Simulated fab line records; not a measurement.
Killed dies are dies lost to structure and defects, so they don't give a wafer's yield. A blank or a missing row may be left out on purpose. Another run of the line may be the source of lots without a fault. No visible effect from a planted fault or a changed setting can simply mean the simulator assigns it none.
A single fault, viewed from 2 desks ; flow gf180mcu ; each desk holds nothing but its own numbers, with what lay behind them at the end

FROM THE METROLOGY DESK
Lot by lot, what the gauges showed, no matter which tool ran the lot: averages of those sampled wafers that carry a number. The brackets show how far a lot's mean lies from the usual mean; more than 4 standard deviations puts the lot out of limits, marked OUT.
Columns: A = HV_LDD_CVD_56_THK at GF_HV_LDD_THK_MEAS_57, usual 90.1 nm; B = CONTACT_W_RS at GF_CONTACT_RS_MEAS_25, usual 0.380 ohm/sq; C = CONTACT_W_THK at GF_CONTACT_THK_MEAS_26, usual 307 nm
lot;first seen here;A;B;C
L815;day 12 15:00;91.0;0.377;310
L816;day 13 01:20;89.8;0.381;306
L817;day 13 10:34;90.5;0.383;306
L824;day 16 00:59;89.5;0.470 (+24) OUT;262 (-12) OUT
L825;day 16 08:34;89.9;0.548 (+44) OUT;226 (-22) OUT
L826;day 16 17:35;90.6;0.546 (+44) OUT;228 (-21) OUT
L828;day 17 07:42;89.8;0.377;309
L832;day 18 17:40;90.8;0.383;305
L833;day 19 09:13;91.2;0.386;301
L835;day 20 00:01;90.4;0.378;311
L837;day 20 11:59;90.1;0.380;310
Per this desk, out of limits: L824, L825, L826; the first was L824, day 20 02:24 (CONTACT_W_RS at GF_CONTACT_RS_MEAS_25). L815, L816, L817, L828, L832, L833, L835, L837 stayed within limits.

FOR THE TOOL OWNER'S DESK: cvdW-02
The tool's own readings at GF_CONTACT_CVD_24 (deposits W, target thk 300 nm, time 90.339 s): means of the sampled wafers that have a number, for each lot that ran on this tool. The brackets show how far a lot's mean lies from the usual mean; more than 4 standard deviations puts the lot out of limits, marked OUT.
Columns: A = heaterPowerOuterW at GF_CONTACT_CVD_24, usual 563 W; B = heaterPowerW at GF_CONTACT_CVD_24, usual 908 W; C = susceptorTempC at GF_CONTACT_CVD_24, usual 400.01 C
lot;first seen here;A;B;C
L824;day 20 02:18;517;832;390.93 (-41) OUT
L825;day 20 10:19;473;786;381.61 (-84) OUT
L826;day 20 19:07;479;780;381.80 (-83) OUT
L833;day 23 11:26;532;876;400.20
L835;day 23 23:35;528;892;400.17
L837;day 24 11:50;542;885;399.79
Finding of this desk: L824, L825, L826 out of limits; the first was L824 at day 20 02:18, on susceptorTempC at GF_CONTACT_CVD_24. L833, L835, L837 stayed within limits.

ALL TOGETHER
At day 20 02:18, on L824, L825, L826, the tool owner's desk was in a position to raise an alarm.
The metrology desk could have raised an alarm at day 20 02:24, on L824, L825, L826.
All the named lots went through GF_CONTACT_CVD_24 on cvdW-02.

WHAT HAD BEEN PUT IN BY THE SIMULATOR
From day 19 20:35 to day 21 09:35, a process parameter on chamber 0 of cvdW-02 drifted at GF_CONTACT_CVD_24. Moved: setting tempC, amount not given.
Struck lots among those shown: L824, L825, L826.
Counting hours from when the fault started, the first reading out of limits came at 6 for the tool owner's desk and at 6 for the metrology desk.
